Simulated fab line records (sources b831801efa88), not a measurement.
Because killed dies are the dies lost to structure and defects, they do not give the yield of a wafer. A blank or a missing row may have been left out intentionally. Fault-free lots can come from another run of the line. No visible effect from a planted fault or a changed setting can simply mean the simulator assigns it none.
Which tool was responsible? + flow sky130 + Sampling: 12 lots, 36 wafers, 5 of 708 route steps

WHAT EACH GAUGE READ, for each wafer
SKY_LI_CONTACT_THK_MEAS_01. Usual: for LI_CONTACT_HDPCVD_THK the level is 936 nm and the standard deviation is 9.7.
| lot  | measured     | on            | LI_CONTACT_HDPCVD_THK (nm) | flag |
|------|--------------|---------------|----------------------------|------|
| L666 | day 28 12:35 | film_metro-01 | 957 946 949                |      |
| L670 | day 30 05:38 | film_metro-01 | 948 941 949                |      |
| L671 | day 30 14:10 | film_metro-03 | 939 941 957                |      |
| L672 | day 30 21:50 | film_metro-03 | 940 924 939                |      |
| L673 | day 31 11:08 | film_metro-03 | 923 941 937                |      |
| L680 | day 33 09:31 | film_metro-04 | 927 929 928                |      |
| L681 | day 33 13:38 | film_metro-01 | 925 922 936                |      |
| L682 | day 34 05:44 | film_metro-01 | 948 940 931                |      |
| L683 | day 34 07:02 | film_metro-04 | 911 942 925                |      |
| L684 | day 34 20:43 | film_metro-01 | 926 935 924                |      |
| L685 | day 34 22:53 | film_metro-01 | 925 923 916                |      |
| L686 | day 35 06:11 | film_metro-04 | 933 924 949                |      |

SKY_LOCAL_INTERCONNECT_CD_MEAS_11: target cd 170 nm. Usual: cd_nm reads 170.1 nm (standard deviation 1.3).
| lot  | measured     | on        | cd_nm (nm)        | flag |
|------|--------------|-----------|-------------------|------|
| L666 | day 30 22:16 | cd_sem-02 | 169.5 169.9 170.6 |      |
| L670 | day 32 14:14 | cd_sem-01 | 169.7 172.0 169.2 |      |
| L671 | day 32 22:34 | cd_sem-01 | 169.8 169.1 167.6 |      |
| L672 | day 33 05:46 | cd_sem-01 | 171.1 170.0 169.5 |      |
| L673 | day 33 19:40 | cd_sem-01 | 172.1 172.5 172.1 |      |
| L680 | day 35 16:22 | cd_sem-01 | 170.3 168.9 170.0 |      |
| L681 | day 35 20:04 | cd_sem-02 | 172.0 171.1 169.7 |      |
| L682 | day 36 12:20 | cd_sem-02 | 169.2 168.8 169.8 |      |
| L683 | day 36 14:28 | cd_sem-01 | 168.7 168.1 169.9 |      |
| L684 | day 37 03:58 | cd_sem-01 | 171.0 173.1 171.2 |      |
| L685 | day 37 05:40 | cd_sem-02 | 169.4 169.8 170.3 |      |
| L686 | day 37 12:25 | cd_sem-02 | 170.6 168.7 169.6 |      |

SKY_CONTACT_THK_MEAS_03. Usual: for CONTACT_HDPCVD_THK the level is 568 nm and the standard deviation is 5.7.
| lot  | measured     | on            | CONTACT_HDPCVD_THK (nm) | flag |
|------|--------------|---------------|-------------------------|------|
| L666 | day 30 23:27 | film_metro-02 | 571 570 564             |      |
| L670 | day 32 15:18 | film_metro-02 | 568 571 1021            | OFF  |
| L671 | day 32 23:37 | film_metro-01 | 571 562 564             |      |
| L672 | day 33 06:49 | film_metro-01 | 572 1013 570            | OFF  |
| L673 | day 33 20:43 | film_metro-02 | 564 567 558             |      |
| L680 | day 35 17:26 | film_metro-04 | 561 570 571             |      |
| L681 | day 35 21:13 | film_metro-04 | 568 567 557             |      |
| L682 | day 36 13:22 | film_metro-01 | 560 565 564             |      |
| L683 | day 36 15:31 | film_metro-01 | 566 568 576             |      |
| L684 | day 37 04:58 | film_metro-01 | 580 573 572             |      |
| L685 | day 37 06:44 | film_metro-02 | 563 561 571             |      |
| L686 | day 37 13:29 | film_metro-02 | 562 571 561             |      |

EACH LOT AND THE TOOL THAT RAN IT (in order: tool; ch and the chambers of the sampled wafers; start)
| lot  | SKY_LI_CONTACT_CMP_02         | SKY_CONTACT_HDPCVD_02            |
|------|-------------------------------|----------------------------------|
| L666 | cmp-02 ch 1,2, day 28 12:38   | hdpcvd-02 ch 0,2, day 30 23:23   |
| L670 | cmp-01 ch 0,2, day 30 05:44   | hdpcvd-01 ch 0,1,2, day 32 15:13 |
| L671 | cmp-01 ch 1,2, day 30 14:16   | hdpcvd-02 ch 0,1,2, day 32 23:32 |
| L672 | cmp-01 ch 0,2,3, day 30 22:03 | hdpcvd-01 ch 0,1,2, day 33 06:45 |
| L673 | cmp-02 ch 0,1,3, day 31 11:15 | hdpcvd-02 ch 1,2, day 33 20:39   |
| L680 | cmp-02 ch 0,1,3, day 33 09:34 | hdpcvd-02 ch 0,2, day 35 17:22   |
| L681 | cmp-02 ch 1,2,3, day 33 13:41 | hdpcvd-02 ch 0,1, day 35 21:09   |
| L682 | cmp-01 ch 2,3, day 34 05:47   | hdpcvd-02 ch 1,2, day 36 13:17   |
| L683 | cmp-01 ch 0,1, day 34 07:08   | hdpcvd-01 ch 0,2, day 36 15:26   |
| L684 | cmp-02 ch 0,1,3, day 34 21:05 | hdpcvd-01 ch 0,1,2, day 37 04:54 |
| L685 | cmp-02 ch 1,2,3, day 34 23:10 | hdpcvd-02 ch 0,1,2, day 37 06:40 |
| L686 | cmp-02 ch 1,2,3, day 35 06:21 | hdpcvd-02 ch 0,1, day 37 13:25   |
- SKY_LI_CONTACT_CMP_02: polishes PSG.
- SKY_CONTACT_HDPCVD_02: deposits SiO2, target thk 565 nm, time 94.2 s.

WHAT THE TOOLS THEMSELVES READ (means of the sampled wafers that have a number; where no wafer has one, the mark that the record gives instead)
SKY_LI_CONTACT_CMP_02. Usual: motor_current_A 12.2 A, standard deviation 1; time_to_endpoint_s 33.1 s, standard deviation 2.9.
| lot  | tool   | motor_current_A (A) | time_to_endpoint_s (s) | flag |
|------|--------|---------------------|------------------------|------|
| L666 | cmp-02 | 12.9                | 32.5                   |      |
| L670 | cmp-01 | 10.9                | 31.6                   |      |
| L671 | cmp-01 | 11.8                | 38.5                   |      |
| L672 | cmp-01 | 11.5                | 31.3                   |      |
| L673 | cmp-02 | 12.2                | 31.5                   |      |
| L680 | cmp-02 | 12.6                | 30.1                   |      |
| L681 | cmp-02 | 12.7                | 29.9                   |      |
| L682 | cmp-01 | 10.9                | 32.4                   |      |
| L683 | cmp-01 | 12.2                | 35.9                   |      |
| L684 | cmp-02 | 12.1                | 32.3                   |      |
| L685 | cmp-02 | 12.8                | 32.5                   |      |
| L686 | cmp-02 | 12.7                | 34.6                   |      |

SKY_CONTACT_HDPCVD_02. Usual: susceptor_temp_C reads 600.02 C (standard deviation 0.28).
| lot  | tool      | susceptor_temp_C (C) | flag |
|------|-----------|----------------------|------|
| L666 | hdpcvd-02 | 600.00               |      |
| L670 | hdpcvd-01 | 599.86               |      |
| L671 | hdpcvd-02 | 600.07               |      |
| L672 | hdpcvd-01 | 599.71               |      |
| L673 | hdpcvd-02 | 599.92               |      |
| L680 | hdpcvd-02 | 599.87               |      |
| L681 | hdpcvd-02 | 600.27               |      |
| L682 | hdpcvd-02 | 600.10               |      |
| L683 | hdpcvd-01 | 599.90               |      |
| L684 | hdpcvd-01 | 600.21               |      |
| L685 | hdpcvd-02 | 600.01               |      |
| L686 | hdpcvd-02 | 599.97               |      |

THE ANSWER, worked out from the rows above alone
Rule: lot off if the mean of its wafers having a number is beyond 3 standard deviations from the usual mean. Also off: a lot with no number at a reading for which 4 or more lots have one. All remaining lots with rows at the step are treated as sound. Order of review: gauges by route order, followed by the tools' own readings, for which a lot's mean as printed above is used. The first step at which some lot is off is used, and at that step the reading that is off furthest; a lot without a number counts as furthest.
Off: at SKY_CONTACT_THK_MEAS_03 (CONTACT_HDPCVD_THK), L670, L672.
If a tool, at a process step before that reading, ran all the lots that are off and no sound lot after the first of them, it fits. The gauges at SKY_CONTACT_THK_MEAS_03 are tried like those tools. Not one of the candidates tried fits.

WHAT WAS PUT IN BY THE SIMULATOR
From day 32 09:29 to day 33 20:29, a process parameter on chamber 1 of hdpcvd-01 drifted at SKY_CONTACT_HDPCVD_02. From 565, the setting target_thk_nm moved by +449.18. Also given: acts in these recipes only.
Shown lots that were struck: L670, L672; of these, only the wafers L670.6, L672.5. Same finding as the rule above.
